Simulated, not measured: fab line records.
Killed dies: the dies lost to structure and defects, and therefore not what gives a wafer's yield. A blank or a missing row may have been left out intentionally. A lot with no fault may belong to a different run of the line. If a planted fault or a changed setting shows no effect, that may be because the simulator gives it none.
fab line records ; flow sky130
[record] lots = 7; wafers = 21; last-day = 50
route steps=708 shown LDD_HVP@279 LDD_LDN@289
lots untouched by any fault: they come from a run of this same line in which no faults occurred
start-h: start of the lot's first displayed wafer, in hours after the record's first day ; wait-h: hours elapsed since this lot's preceding step ; " as in the row above ; L1.1+2: several wafers, shown together as one row ; - no value, or no start was given ; * or withheld: withheld ; < > ~ a bound
route shown NAME@n: names a module that has steps shown in the file, with the first one's number in the route ; usual: the fault-free wafers' mean and standard deviation ; same: alike in all rows ; chamber/n: place in a boat ; sites: per-site readings ; _std_site: the standard deviation of these ; _edge_site: the outer-site mean with the inner-site mean subtracted ; radius-mm: for every site, how far away it sits from the centre of the wafer ; mask NAME#n: copy n ; behind: the last tool/chamber to shape the wafer ; hold: why the lot went on hold/how many hours it stayed there/how the hold came to an end ; device: whichever transistor did not switch (one of n, p or np) ; end of line: the tests these same wafers got at the end of their route ; for a step that has no rows: nothing shown but its recipe ; killed: the dies lost at the first sort to structure and to defects; this is not the yield of the wafer ; map: per-die view of a wafer (x killed, . not killed, _ where there is no die)
set.NAME: the setting as run; set.NAME@STEP: as run at that earlier step ; model.NAME: the simulator's own value behind a step, which no gauge read
lots seen at some steps along the route; tables by step, rows by wafer
services: from which hour (start-h, from the record's first day; less than 0 if before it) a tool's chamber was out of use, for how many hours, and why
[[steps]]
[step SKY_LDD_HVP_HMDS_01]
[recipe] prime-time-s = 60; prime-temp-c = 120
[step SKY_LDD_HVP_COAT_02]
[recipe] resist = NOVOLAK; spin-rpm = 3000; resist-thk-nm = 300
[step SKY_LDD_HVP_SOFTBAKE_03]
[recipe] temp-c = 90; time-s = 60; resist = NOVOLAK
[step SKY_LDD_HVP_EXPOSE_04]
[recipe] mask-id = HVPTM; na = 0.6; source-shape = conventional; sigma-outer = 0.6; polarization = unpolarized; target-cd-nm = 700; dose-mj = 86
[step SKY_LDD_HVP_PEB_05]
[recipe] temp-c = withheld; time-s = *; resist = NOVOLAK
[step SKY_LDD_HVP_DEVELOP_06]
[recipe] resist = NOVOLAK; developer = TMAH; develop-time-s = 60; dev-temp-c = 23
[step SKY_LDD_HVP_OVL_MEAS_07]
[usual] LDD_HVP_OVL = -0.2/1.3
lot.wafer;tool;chamber;start-h;wait-h;LDD_HVP_OVL[nm]
L377.3;overlay-02;-;538.57;0.1;1.4
L377.4;overlay-02;-;538.57;0.1;-0.4
L377.6;overlay-02;-;538.57;0.1;-0.3
L378.1;overlay-02;-;541.75;0.1;0.8
L378.4;overlay-02;-;541.75;0.1;1.9
L378.6;overlay-02;-;541.75;0.1;-0.4
L382.1;overlay-01;-;577.90;0.1;-1.8
L382.4;overlay-01;-;577.90;0.1;-0.4
L382.5;overlay-01;-;577.90;0.1;1.2
L384.2;overlay-02;-;592.48;0.1;-0.3
L384.3;overlay-02;-;592.48;0.1;-2.4
L384.4;overlay-02;-;592.48;0.1;-3.2
L385.1;overlay-02;-;602.77;0.1;0.2
L385.2;overlay-02;-;602.77;0.1;-1.1
L385.5;overlay-02;-;602.77;0.1;1.0
L394.3;overlay-01;-;678.83;0.1;-0.3
L394.5;overlay-01;-;678.83;0.1;1.8
L394.6;overlay-01;-;678.83;0.1;-0.8
L396.1;overlay-02;-;686.83;0.1;-0.8
L396.3;overlay-02;-;686.83;0.1;-1.3
L396.4;overlay-02;-;686.83;0.1;0.1
[step SKY_LDD_HVP_IMPLANT_08]
[recipe] species = B; energy-kev = 20; dose-cm2 = 1.7e+13; tilt-deg = 17.9
[step SKY_LDD_HVP_STRIP_09]
[recipe] chemistry = O2/N2; power-w = 1400; pressure-mtorr = 1500; platen-temp-c = withheld; o2-flow-sccm = 3000; n2-flow-sccm = 300; overash-fraction = 0.5
[usual] drypump-motor-current-A = 5.7/0.33; oes-product-au = 0.408/0.0045; strip-time-to-endpoint-s = 4.136/0.016
[same] overash-fraction = 0.5
lot.wafer;tool;chamber;start-h;wait-h;drypump-motor-current-A;oes-product-au;rf-hours-counter-h;strip-time-to-endpoint-s
L377.3;plasma-asher-02;1;538.77;0.1;6.1;0.412;-;4.119
L377.4;plasma-asher-02;0;538.77;0.1;5.3;0.406;-;4.118
L377.6;plasma-asher-02;1;538.77;0.1;6.1;0.402;-;4.107
L378.1;plasma-asher-02;0;541.94;0.1;5.3;0.397;11;4.140
L378.4;plasma-asher-02;1;541.94;0.1;6.1;0.411;-;4.165
L378.6;plasma-asher-02;1;541.94;0.1;6.1;0.411;-;4.158
L382.1;plasma-asher-01;0;578.09;0.1;5.1;0.410;78;4.136
L382.4;plasma-asher-01;0;578.09;0.1;5.1;0.409;-;4.146
L382.5;plasma-asher-01;0;578.09;0.1;5.1;0.403;-;4.146
L384.2;plasma-asher-04;1;592.66;0.1;5.9;0.412;47;4.165
L384.3;plasma-asher-04;1;592.66;0.1;5.9;0.406;-;4.149
L384.4;plasma-asher-04;0;592.66;0.1;5.7;0.414;-;4.148
L385.1;plasma-asher-02;0;602.96;0.1;5.3;0.406;17;4.137
L385.2;plasma-asher-02;1;602.96;0.1;6.1;0.404;17;4.117
L385.5;plasma-asher-02;1;602.96;0.1;6.1;0.410;-;4.107
L394.3;plasma-asher-02;0;679.04;0.1;5.3;0.405;-;4.136
L394.5;plasma-asher-02;0;679.04;0.1;5.3;0.401;-;4.104
L394.6;plasma-asher-02;1;679.04;0.1;6.1;0.407;-;4.124
L396.1;plasma-asher-04;1;687.01;0.1;5.9;0.411;56;4.128
L396.3;plasma-asher-04;0;687.01;0.1;5.7;0.407;-;4.138
L396.4;plasma-asher-04;1;687.01;0.1;5.9;0.407;-;4.129
[step SKY_LDD_HVP_TW_MEAS_10]
[usual] LDD_HVP_TW = 456/3.8
lot.wafer;tool;chamber;start-h;wait-h;LDD_HVP_TW
L377.3;film-metro-02;-;538.86;0.1;453
L377.4;film-metro-02;-;538.86;0.1;451
L377.6;film-metro-02;-;538.86;0.1;454
L378.1;film-metro-03;-;542.04;0.1;458
L378.4;film-metro-03;-;542.04;0.1;458
L378.6;film-metro-03;-;542.04;0.1;457
L382.1;film-metro-03;-;578.19;0.1;456
L382.4;film-metro-03;-;578.19;0.1;457
L382.5;film-metro-03;-;578.19;0.1;456
L384.2;film-metro-03;-;592.77;0.1;457
L384.3;film-metro-03;-;592.77;0.1;457
L384.4;film-metro-03;-;592.77;0.1;458
L385.1;film-metro-02;-;603.06;0.1;446
L385.2;film-metro-02;-;603.06;0.1;449
L385.5;film-metro-02;-;603.06;0.1;446
L394.3;film-metro-02;-;679.13;0.1;453
L394.5;film-metro-02;-;679.13;0.1;449
L394.6;film-metro-02;-;679.13;0.1;450
L396.1;film-metro-03;-;687.11;0.1;459
L396.3;film-metro-03;-;687.11;0.1;457
L396.4;film-metro-03;-;687.11;0.1;456
[step SKY_LDD_LDN_DEHYDRATE_00]
[recipe] temp-c = 200; time-s = 60
[step SKY_LDD_LDN_HMDS_01]
[recipe] prime-time-s = 60; prime-temp-c = 120
[step SKY_LDD_LDN_COAT_02]
[recipe] resist = NOVOLAK; spin-rpm = 3000; resist-thk-nm = 1140
lot.wafer;tool;chamber;start-h;wait-h;model.NOVOLAK_of_LDD_LDN_COAT_02.thk-nm
L377.3;litho-track-03;0;553.27;0.1;1139
L377.4+6;litho-track-03;0;553.27;0.1;1141
L378.1+4;litho-track-03;0;557.02;0.1;1143
L378.6;litho-track-03;0;557.02;0.1;1141
L382.1;litho-track-03;0;592.77;0.1;333.6
L382.4;litho-track-03;0;592.77;0.1;332.7
L382.5;litho-track-03;0;592.77;0.1;332.9
L384.2;litho-track-03;0;606.70;0.1;331.2
L384.3;litho-track-03;0;606.70;0.1;332
L384.4;litho-track-03;0;606.70;0.1;332.5
L385.1;litho-track-03;0;617.57;0.1;334.8
L385.2;litho-track-03;0;617.57;0.1;335.2
L385.5;litho-track-03;0;617.57;0.1;335.7
L394.3;litho-track-01;0;692.25;0.1;1136
L394.5;litho-track-01;0;692.25;0.1;1137
L394.6;litho-track-01;0;692.25;0.1;1141
L396.1;litho-track-01;0;700.35;0.1;1139
L396.3;litho-track-01;0;700.35;0.1;1140
L396.4;litho-track-01;0;700.35;0.1;1145
[step SKY_LDD_LDN_SOFTBAKE_03]
[recipe] temp-c = 90; time-s = 60; resist = NOVOLAK
[step SKY_LDD_LDN_EXPOSE_04]
[recipe] mask-id = LDNTM; na = 0.6; source-shape = conventional; sigma-outer = 0.6; polarization = unpolarized; target-cd-nm = 700; dose-mj = 140
[step SKY_LDD_LDN_PEB_05]
[recipe] temp-c = withheld; time-s = *; resist = NOVOLAK
[step SKY_LDD_LDN_DEVELOP_06]
[recipe] resist = NOVOLAK; developer = TMAH; develop-time-s = 60; dev-temp-c = 23
[same] develop-time-s = 60
lot.wafer;tool;chamber;start-h;wait-h;model.NOVOLAK_of_LDD_LDN_COAT_02.thk-nm
L377.3;litho-track-03;0;567.62;0.1;1139
L377.4;litho-track-03;0;567.62;0.1;1141
L377.6;litho-track-03;0;567.62;0.1;1140
L378.1+4;litho-track-01;0;571.75;0.1;1142
L378.6;litho-track-01;0;571.75;0.1;1140
L382.1;litho-track-03;0;607.12;0.1;333.2
L382.4;litho-track-03;0;607.12;0.1;332.3
L382.5;litho-track-03;0;607.12;0.1;332.5
L384.2;litho-track-01;0;621.98;0.1;330.7
L384.3;litho-track-01;0;621.98;0.1;331.6
L384.4;litho-track-01;0;621.98;0.1;332.1
L385.1;litho-track-04;0;631.94;0.1;334.4
L385.2;litho-track-04;0;631.94;0.1;334.8
L385.5;litho-track-04;0;631.94;0.1;335.3
L394.3+5;litho-track-03;0;706.02;0.1;1136
L394.6;litho-track-03;0;706.02;0.1;1140
L396.1;litho-track-01;0;714.35;0.1;1138
L396.3;litho-track-01;0;714.35;0.1;1140
L396.4;litho-track-01;0;714.35;0.1;1144
[step SKY_LDD_LDN_OVL_MEAS_07]
[usual] LDD_LDN_OVL = 0.3/1.7
lot.wafer;tool;chamber;start-h;wait-h;LDD_LDN_OVL[nm]
L377.3;overlay-01;-;567.73;0.1;0.2
L377.4;overlay-01;-;567.73;0.1;-2.5
L377.6;overlay-01;-;567.73;0.1;0.8
L378.1;overlay-01;-;571.90;0.1;-0.2
L378.4;overlay-01;-;571.90;0.1;-0.1
L378.6;overlay-01;-;571.90;0.1;-2.2
L382.1;overlay-02;-;607.27;0.1;2.1
L382.4;overlay-02;-;607.27;0.1;0.3
L382.5;overlay-02;-;607.27;0.1;0.1
L384.2;overlay-01;-;622.11;0.1;3.5
L384.3;overlay-01;-;622.11;0.1;0.0
L384.4;overlay-01;-;622.11;0.1;2.4
L385.1;overlay-01;-;632.09;0.1;-2.3
L385.2;overlay-01;-;632.09;0.1;1.8
L385.5;overlay-01;-;632.09;0.1;-1.9
L394.3;overlay-01;-;706.13;0.1;-0.2
L394.5;overlay-01;-;706.13;0.1;0.9
L394.6;overlay-01;-;706.13;0.1;1.6
L396.1;overlay-02;-;714.50;0.1;2.9
L396.3;overlay-02;-;714.50;0.1;4.1
L396.4;overlay-02;-;714.50;0.1;1.8
[step SKY_LDD_LDN_IMPLANT_08]
[recipe] species = As; energy-kev = 15; dose-cm2 = 1.25e+13; tilt-deg = withheld; rotation-deg = 23
[step SKY_LDD_LDN_IMPLANT_09]
[recipe] species = As; energy-kev = 15; dose-cm2 = 1.25e+13; tilt-deg = withheld; rotation-deg = 113
[step SKY_LDD_LDN_IMPLANT_10]
[recipe] species = As; energy-kev = 15; dose-cm2 = 1.25e+13; tilt-deg = withheld; rotation-deg = 203
[step SKY_LDD_LDN_IMPLANT_11]
[recipe] species = As; energy-kev = 15; dose-cm2 = 1.25e+13; tilt-deg = withheld; rotation-deg = 293
[step SKY_LDD_LDN_STRIP_12]
[recipe] chemistry = O2/N2; power-w = 1400; pressure-mtorr = 1500; platen-temp-c = withheld; o2-flow-sccm = 3000; n2-flow-sccm = 300; overash-fraction = 0.5
[usual] drypump-motor-current-A = 5.7/0.38; oes-product-au = 0.715/0.0047; strip-time-to-endpoint-s = 14.19/0.049
[same] overash-fraction = 0.5
lot.wafer;tool;chamber;start-h;wait-h;drypump-motor-current-A;oes-product-au;rf-hours-counter-h;strip-time-to-endpoint-s
L377.3;plasma-asher-04;0;568.39;0.1;5.7;0.717;-;14.17
L377.4;plasma-asher-04;1;568.39;0.1;5.9;0.720;-;14.18
L377.6;plasma-asher-04;1;568.39;0.1;5.9;0.713;-;14.17
L378.1;plasma-asher-04;1;572.54;0.1;5.9;0.714;45;14.19
L378.4;plasma-asher-04;1;572.54;0.1;5.9;0.710;-;14.21
L378.6;plasma-asher-04;1;572.54;0.1;5.9;0.712;-;14.19
L382.1;plasma-asher-03;1;607.91;0.1;5.8;0.423;89;4.57
L382.4;plasma-asher-03;1;607.91;0.1;5.8;0.429;-;4.57
L382.5;plasma-asher-03;0;607.91;0.1;6.5;0.427;-;4.56
L384.2;plasma-asher-01;0;622.74;0.1;5.1;0.428;82;4.54
L384.3;plasma-asher-01;1;622.74;0.1;5.7;0.426;-;4.55
L384.4;plasma-asher-01;0;622.74;0.1;5.1;0.434;-;4.55
L385.1;plasma-asher-04;0;632.72;0.1;5.7;0.424;51;4.58
L385.2;plasma-asher-04;1;632.72;0.1;5.9;0.424;51;4.57
L385.5;plasma-asher-04;0;632.72;0.1;5.7;0.432;-;4.58
L394.3;plasma-asher-04;0;706.79;0.1;5.7;0.715;-;14.13
L394.5;plasma-asher-04;1;706.79;0.1;5.9;0.710;-;14.16
L394.6;plasma-asher-04;0;706.79;0.1;5.7;0.719;-;14.19
L396.1;plasma-asher-01;0;715.14;0.1;5.1;0.717;91;14.16
L396.3;plasma-asher-01;0;715.14;0.1;5.1;0.718;-;14.17
L396.4;plasma-asher-01;1;715.14;0.1;5.7;0.726;-;14.23
[step SKY_LDD_LDN_TW_MEAS_13]
[usual] LDD_LDN_TW = 1471/8.9
lot.wafer;tool;chamber;start-h;wait-h;LDD_LDN_TW
L377.3;film-metro-03;-;568.48;0.1;1478
L377.4;film-metro-03;-;568.48;0.1;1475
L377.6;film-metro-03;-;568.48;0.1;1488
L378.1;film-metro-01;-;572.64;0.1;1457
L378.4;film-metro-01;-;572.64;0.1;1460
L378.6;film-metro-01;-;572.64;0.1;1461
L382.1;film-metro-01;-;608.01;0.1;1478
L382.4;film-metro-01;-;608.01;0.1;1470
L382.5;film-metro-01;-;608.01;0.1;1474
L384.2;film-metro-04;-;622.89;0.1;1467
L384.3;film-metro-04;-;622.89;0.1;1465
L384.4;film-metro-04;-;622.89;0.1;1467
L385.1;film-metro-01;-;632.82;0.1;1473
L385.2;film-metro-01;-;632.82;0.1;1476
L385.5;film-metro-01;-;632.82;0.1;1478
L394.3;film-metro-01;-;706.88;0.1;1473
L394.5;film-metro-01;-;706.88;0.1;1467
L394.6;film-metro-01;-;706.88;0.1;1464
L396.1;film-metro-01;-;715.24;0.1;1475
L396.3;film-metro-01;-;715.24;0.1;1469
L396.4;film-metro-01;-;715.24;0.1;1469
[[services]]
tool;chamber;start-h;hours;kind
plasma-asher-04;-;595.33;1.9;repair
plasma-asher-04;-;616.86;3.0;repair
plasma-asher-01;-;659.03;2.8;pm
[[key]]
[first-sign] step = SKY_LDD_LDN_STRIP_12; reading = strip-time-to-endpoint-s; direction = down; sigmas = 99+; usual = *; struck = *
[effect] step = SKY_LDD_LDN_STRIP_12; reading = oes-product-au; direction = down; sigmas = 61; usual = 0.715; struck = 0.427
[model-effect] step = SKY_LDD_LDN_COAT_02; value = NOVOLAK_of_LDD_LDN_COAT_02.thk-nm; without = 1138; struck = 333.4
[model-effect] step = SKY_LDD_LDN_DEVELOP_06; value = NOVOLAK_of_LDD_LDN_COAT_02.thk-nm; without = 1137; struck = 333
met-at SKY_LDD_LDN_COAT_02
struck-wafers L382.1,L382.4,L382.5,L384.2,L384.3,L384.4,L385.1,L385.2,L385.5
sort-left-out L382.1,L382.4,L382.5,L384.2,L384.3,L384.4,L385.1,L385.2,L385.5
tester-left-out L382,L384,L385
onset-between 557.02 592.77
[fault] kind = process-parameter-drift; tool = litho-track-03; chamber = -; onset-h = 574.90; steps = SKY_LDD_LDN_COAT_02; channel = resist-thk-nm; offset = -805.88; shape = step; end-h = 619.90; acts-in = these-recipes-only; stated = 1140
// tester-left-out: of these lots the tester's yield and bins aren't shown, on N5 and GAA mostly nor the transistor test; their killed dies are dies lost to structure and defects alone, not to doping, threshold or leakage, so they don't give the yield
// sort-left-out: the simulated sort isn't trusted on such a fault, so these wafers' sort isn't shown, and their yield isn't known
